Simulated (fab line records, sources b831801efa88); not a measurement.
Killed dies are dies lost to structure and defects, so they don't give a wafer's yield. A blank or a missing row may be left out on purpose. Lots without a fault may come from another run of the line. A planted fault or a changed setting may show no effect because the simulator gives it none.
Tool commonality check | flow sky130 | 13 lots, 39 wafers sampled

WHY IT WAS OPENED
At SKY_SD_N_TW_MEAS_12 the reading SD_N_TW is flagged on 1 of 13 lots. Wafers without a fault read 3980, standard deviation 29.
Rule: a lot is flagged when every wafer of it that has a number lies more than 4 standard deviations from that mean, or none has a number. The other lots count as sound.

lot  | measured     | on            | SD_N_TW, wafer by wafer | flag
L763 | day 27 16:51 | film_metro-02 | 4035 4026 4050          |
L765 | day 28 10:23 | film_metro-02 | 3974 3966 3983          |
L767 | day 29 03:20 | film_metro-01 | 3960 3960 3971          |
L768 | day 29 17:02 | film_metro-01 | 3945 3963 3961          |
L769 | day 30 05:37 | film_metro-03 | 30 30 30                | FLAGGED
L777 | day 32 21:08 | film_metro-01 | 3942 3948 3947          |
L778 | day 33 08:32 | film_metro-03 | 4004 3997 3979          |
L779 | day 33 16:30 | film_metro-03 | 3986 3988 3994          |
L780 | day 34 06:02 | film_metro-02 | 4017 4006 4014          |
L781 | day 34 08:05 | film_metro-01 | 3965 3952 3933          |
L783 | day 34 16:51 | film_metro-03 | 3969 3973 3988          |
L784 | day 34 23:25 | film_metro-01 | 3937 3947 3946          |
L786 | day 35 07:51 | film_metro-03 | 3964 3967 3971          |
The numbers of the flagged lots are 30 on average: -3950 against the usual, or -99 or more standard deviations.

WHICH TOOL RAN EACH LOT
The record holds 3 process steps before the reading, out of a route of 708 steps. In each cell: the tool, then ch and the chambers that the sampled wafers went through, then the start.
lot  | flag    | SKY_LDD_LDN_STRIP_12                 | SKY_RES_XHIGH_STRIP_08               | SKY_SD_N_STRIP_11
L763 |         | plasma_asher-04 ch 0,1, day 22 16:26 | plasma_asher-04 ch 0,1, day 26 11:06 | plasma_asher-02 ch 0,1, day 27 16:45
L765 |         | plasma_asher-01 ch 0,1, day 23 08:49 | plasma_asher-02 ch 0,1, day 27 04:31 | plasma_asher-04 ch 0,1, day 28 10:17
L767 |         | plasma_asher-02 ch 0,1, day 24 04:34 | plasma_asher-02 ch 0, day 27 22:35   | plasma_asher-04 ch 0,1, day 29 03:14
L768 |         | plasma_asher-01 ch 0,1, day 24 18:22 | plasma_asher-03 ch 1, day 28 11:48   | plasma_asher-01 ch 0, day 29 16:56
L769 | FLAGGED | plasma_asher-02 ch 0,1, day 25 07:49 | plasma_asher-02 ch 0,1, day 29 00:57 | plasma_asher-04 ch 0,1, day 30 05:30
L777 |         | plasma_asher-01 ch 0,1, day 28 03:10 | plasma_asher-02 ch 0,1, day 31 17:02 | plasma_asher-02 ch 0,1, day 32 21:02
L778 |         | plasma_asher-02 ch 0,1, day 28 16:01 | plasma_asher-03 ch 0,1, day 32 05:31 | plasma_asher-02 ch 0,1, day 33 08:26
L779 |         | plasma_asher-01 ch 0,1, day 29 01:53 | plasma_asher-02 ch 0,1, day 32 13:46 | plasma_asher-04 ch 0,1, day 33 16:25
L780 |         | plasma_asher-02 ch 0,1, day 29 14:07 | plasma_asher-03 ch 0, day 33 03:50   | plasma_asher-04 ch 0, day 34 05:56
L781 |         | plasma_asher-01 ch 0,1, day 29 17:43 | plasma_asher-02 ch 0,1, day 33 06:05 | plasma_asher-04 ch 0,1, day 34 07:59
L783 |         | plasma_asher-04 ch 0,1, day 30 02:29 | plasma_asher-04 ch 0,1, day 33 13:37 | plasma_asher-04 ch 0,1, day 34 16:45
L784 |         | plasma_asher-02 ch 0, day 30 09:13   | plasma_asher-04 ch 0,1, day 33 20:22 | plasma_asher-04 ch 0,1, day 34 23:18
L786 |         | plasma_asher-04 ch 0,1, day 30 16:37 | plasma_asher-03 ch 0, day 34 04:20   | plasma_asher-04 ch 0,1, day 35 07:45
What these steps do:
- SKY_LDD_LDN_STRIP_12: strips in O2/N2.
- SKY_RES_XHIGH_STRIP_08: strips in O2/N2.
- SKY_SD_N_STRIP_11: strips in O2/N2.
- SKY_SD_N_TW_MEAS_12

FLAGGED OVER TOTAL, TOOL BY TOOL (the gauges that took the reading come last)
step                   | tool            | lots run | flagged | share of the flagged lots | sound lots run after its first flagged lot
SKY_LDD_LDN_STRIP_12   | plasma_asher-01 | 5        | 0       | none                      | -
SKY_LDD_LDN_STRIP_12   | plasma_asher-02 | 5        | 1       | all                       | 3 (L778,L780,L784)
SKY_LDD_LDN_STRIP_12   | plasma_asher-04 | 3        | 0       | none                      | -
SKY_RES_XHIGH_STRIP_08 | plasma_asher-02 | 6        | 1       | all                       | 3 (L777,L779,L781)
SKY_RES_XHIGH_STRIP_08 | plasma_asher-03 | 4        | 0       | none                      | -
SKY_RES_XHIGH_STRIP_08 | plasma_asher-04 | 3        | 0       | none                      | -
SKY_SD_N_STRIP_11      | plasma_asher-01 | 1        | 0       | none                      | -
SKY_SD_N_STRIP_11      | plasma_asher-02 | 3        | 0       | none                      | -
SKY_SD_N_STRIP_11      | plasma_asher-04 | 9        | 1       | all                       | 6 (L779,L780,L781,L783,L784,L786)
SKY_SD_N_TW_MEAS_12    | film_metro-01   | 5        | 0       | none                      | -
SKY_SD_N_TW_MEAS_12    | film_metro-02   | 3        | 0       | none                      | -
SKY_SD_N_TW_MEAS_12    | film_metro-03   | 5        | 1       | all                       | 4 (L778,L779,L783,L786)

WHAT THE TABLE ALLOWS
4 rows of the table ran every flagged lot: plasma_asher-02 at SKY_LDD_LDN_STRIP_12, plasma_asher-02 at SKY_RES_XHIGH_STRIP_08, plasma_asher-04 at SKY_SD_N_STRIP_11, film_metro-03 at SKY_SD_N_TW_MEAS_12.
- plasma_asher-02 at SKY_LDD_LDN_STRIP_12: 1 of its 5 lots flagged. Sound lots ran on it after the first flagged one (L778, L780, L784), which a lasting fault on the whole tool wouldn't allow.
- plasma_asher-02 at SKY_RES_XHIGH_STRIP_08: 1 of its 6 lots flagged. Sound lots ran on it after the first flagged one (L777, L779, L781), which a lasting fault on the whole tool wouldn't allow. Its own readings lie more than 4 standard deviations out on every wafer of the flagged lots: oes_product_au.
- plasma_asher-04 at SKY_SD_N_STRIP_11: 1 of its 9 lots flagged. Sound lots ran on it after the first flagged one (L779, L780, L781, L783, L784, L786), which a lasting fault on the whole tool wouldn't allow. Its own readings lie more than 4 standard deviations out on every wafer of the flagged lots: oes_product_au, strip_time_to_endpoint_s.
- film_metro-03 at SKY_SD_N_TW_MEAS_12: 1 of its 5 lots flagged. Sound lots ran on it after the first flagged one (L778, L779, L783, L786), which a lasting fault on the whole tool wouldn't allow.
No row of the table ran every flagged lot and no sound lot after the first.

WHAT THE SIMULATOR HAD PUT IN
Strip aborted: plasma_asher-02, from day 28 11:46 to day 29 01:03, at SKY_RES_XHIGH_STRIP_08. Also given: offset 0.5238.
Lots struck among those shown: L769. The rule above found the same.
